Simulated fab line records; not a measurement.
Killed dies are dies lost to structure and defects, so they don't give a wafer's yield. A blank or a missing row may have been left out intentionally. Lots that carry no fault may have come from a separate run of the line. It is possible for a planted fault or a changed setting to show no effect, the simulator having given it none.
Comparing a struck lot with a sound one + flow gf180mcu + 43 out of 602 route steps
Sound: the wafers L919.2, L919.3, L919.4. Wafers struck: L935.4, L935.5, L935.6. Last of all comes the cause.
Each step with rows lists, per side, the tool, then ch with its chambers, then its first start. Under that, the readings that differ: sound wafers + struck wafers + difference of the means + sigmas: that difference in standard deviations of wafers without a fault.
alike: readings with means less than 2 such deviations apart, plus words and numbers identical on both sides. not compared: withheld readings, readings lacking a value on some wafer, bounds such as >300 that could conceal the same value, and numbers that have no deviation in the record and whose values overlap.
The two part at a step that has a row with sigmas, a row that says differs or no value, or rows on one side only. Numbers that don't overlap but have no deviation are shown without sigmas and don't part them. A reading that every wafer of one side lacks parts them only if that side has two wafers or more.

first, 1 step without rows for these wafers: GF_MVSD_IMPLANT_09.
GF_MVSD_STRIP_10: strips in O2/N2.
  sound on plasmaAsher-03 ch 0,1, day 4 15:53; struck on plasmaAsher-04 ch 0,1, day 8 12:34
  alike: drypumpMotorCurrentA, heaterPowerW, oesProductAu, stripTimeToEndpointS
  not compared: rfHoursCounterH
GF_MVSD_TW_MEAS_11:
  sound on filmMetro-03 at day 4 15:59; struck on filmMetro-03 at day 8 12:40
  alike: MVSD_TW
then, 7 steps without rows for these wafers: GF_MVPSD_DEHYDRATE_00 (time 60 s); GF_MVPSD_HMDS_01 (prime time 60 s); GF_MVPSD_COAT_02 (resist thk 3000 nm); GF_MVPSD_SOFTBAKE_03; GF_MVPSD_EXPOSE_04 (exposes mask MVPSD, target cd 1000 nm); GF_MVPSD_PEB_05; GF_MVPSD_DEVELOP_06 (develop time 60 s).
GF_MVPSD_OVL_MEAS_07:
  sound on overlay-02 at day 5 05:35; struck on overlay-01 at day 9 05:12
  alike: MVPSD_OVL
after that, 1 step had no rows for these wafers: GF_MVPSD_IMPLANT_08.
GF_MVPSD_IMPLANT_09:
  sound on implanter-04 ch 0, day 5 05:47; struck on implanter-04, day 9 05:26
  no value came back on the struck wafers for beamEnergyKeV, beamOnS (s); on the sound wafers beamEnergyKeV reads 40.002 39.987 39.993
GF_MVPSD_STRIP_10: strips in O2/N2.
  sound on plasmaAsher-01 ch 0,1, day 5 05:55; struck on plasmaAsher-02 ch 0,1, day 9 05:33
  alike: drypumpMotorCurrentA, heaterPowerW, oesProductAu, stripTimeToEndpointS
  not compared: rfHoursCounterH
GF_MVPSD_TW_MEAS_11:
  sound on filmMetro-01 at day 5 06:01; struck on filmMetro-04 at day 9 05:38
| reading  | sound       | struck      | difference | sigmas |
|----------|-------------|-------------|------------|--------|
| MVPSD_TW | 565 561 562 | 523 522 523 | -40        | -6     |
then, 7 steps without rows for these wafers: GF_VT_IMPLANT_DEHYDRATE_00 (time 60 s); GF_VT_IMPLANT_HMDS_01 (prime time 60 s); GF_VT_IMPLANT_COAT_02 (resist thk 1000 nm); GF_VT_IMPLANT_SOFTBAKE_03 (time 60 s); GF_VT_IMPLANT_EXPOSE_04 (exposes mask LVPWELL LV AREA, target cd 600 nm); GF_VT_IMPLANT_PEB_05; GF_VT_IMPLANT_DEVELOP_06 (develop time 60 s).
GF_VT_IMPLANT_OVL_MEAS_07:
  sound on overlay-02 at day 5 20:33; struck on overlay-02 at day 9 22:29
  alike: VT_IMPLANT_OVL
after that, 1 step had no rows for these wafers: GF_VT_IMPLANT_IMPLANT_08.
GF_VT_IMPLANT_STRIP_09: strips in O2/N2.
  sound on plasmaAsher-04 ch 0,1, day 5 20:44; struck on plasmaAsher-03 ch 0,1, day 9 22:42
  alike: drypumpMotorCurrentA, heaterPowerW, oesProductAu, stripTimeToEndpointS
  not compared: rfHoursCounterH
GF_VT_IMPLANT_TW_MEAS_10:
  sound on filmMetro-04 at day 5 20:50; struck on filmMetro-04 at day 9 22:47
  alike: VT_IMPLANT_TW
then, 7 steps without rows for these wafers: GF_VT_IMPLANT_DEHYDRATE_11 (time 60 s); GF_VT_IMPLANT_HMDS_12 (prime time 60 s); GF_VT_IMPLANT_COAT_13 (resist thk 1000 nm); GF_VT_IMPLANT_SOFTBAKE_14 (time 60 s); GF_VT_IMPLANT_EXPOSE_15 (exposes mask Nwell LV AREA, target cd 860 nm); GF_VT_IMPLANT_PEB_16; GF_VT_IMPLANT_DEVELOP_17 (develop time 60 s).
GF_VT_IMPLANT_OVL_MEAS_18:
  sound on overlay-01 at day 6 11:18; struck on overlay-01 at day 10 16:17
| reading                | sound          | struck      | difference | sigmas |
|------------------------|----------------|-------------|------------|--------|
| VT_IMPLANT_01_OVL (nm) | -0.9 -0.9 -1.6 | 2.3 2.2 1.3 | +3.1       | +2     |
after that, 1 step had no rows for these wafers: GF_VT_IMPLANT_IMPLANT_19.
GF_VT_IMPLANT_STRIP_20: strips in O2/N2.
  sound on plasmaAsher-04 ch 0,1, day 6 11:29; struck on plasmaAsher-03 ch 0,1, day 10 16:30
  alike: drypumpMotorCurrentA, heaterPowerW, oesProductAu, stripTimeToEndpointS
  not compared: rfHoursCounterH
GF_VT_IMPLANT_TW_MEAS_21:
  sound on filmMetro-01 at day 6 11:35; struck on filmMetro-02 at day 10 16:35
| reading         | sound          | struck         | difference | sigmas |
|-----------------|----------------|----------------|------------|--------|
| VT_IMPLANT_2_TW | 1242 1240 1239 | 1211 1213 1211 | -29        | -2     |
then, 5 steps without rows for these wafers: GF_VT_IMPLANT_DEHYDRATE_22 (time 60 s); GF_VT_IMPLANT_HMDS_23 (prime time 60 s); GF_VT_IMPLANT_COAT_24 (resist thk 1000 nm); GF_VT_IMPLANT_SOFTBAKE_25 (time 60 s); GF_VT_IMPLANT_EXPOSE_26 (exposes mask LVPWELL HV AREA, target cd 860 nm).
GF_VT_IMPLANT_RS_MEAS_49: measures by four-point-probe.
  sound on filmMetro-03 at day 7 19:07; struck on filmMetro-04 at day 12 04:52
| reading           | sound                | struck               | difference | sigmas      |
|-------------------|----------------------|----------------------|------------|-------------|
| MVPSD_RS (ohm/sq) | 1170.8 1168.5 1166.7 | 1539.9 1539.3 1535.6 | +369.6     | +99 or more |

WHERE THEY PART
At GF_MVPSD_IMPLANT_09 first; at GF_VT_IMPLANT_RS_MEAS_49 last (within this record only).

WHY: what had been put in by the simulator
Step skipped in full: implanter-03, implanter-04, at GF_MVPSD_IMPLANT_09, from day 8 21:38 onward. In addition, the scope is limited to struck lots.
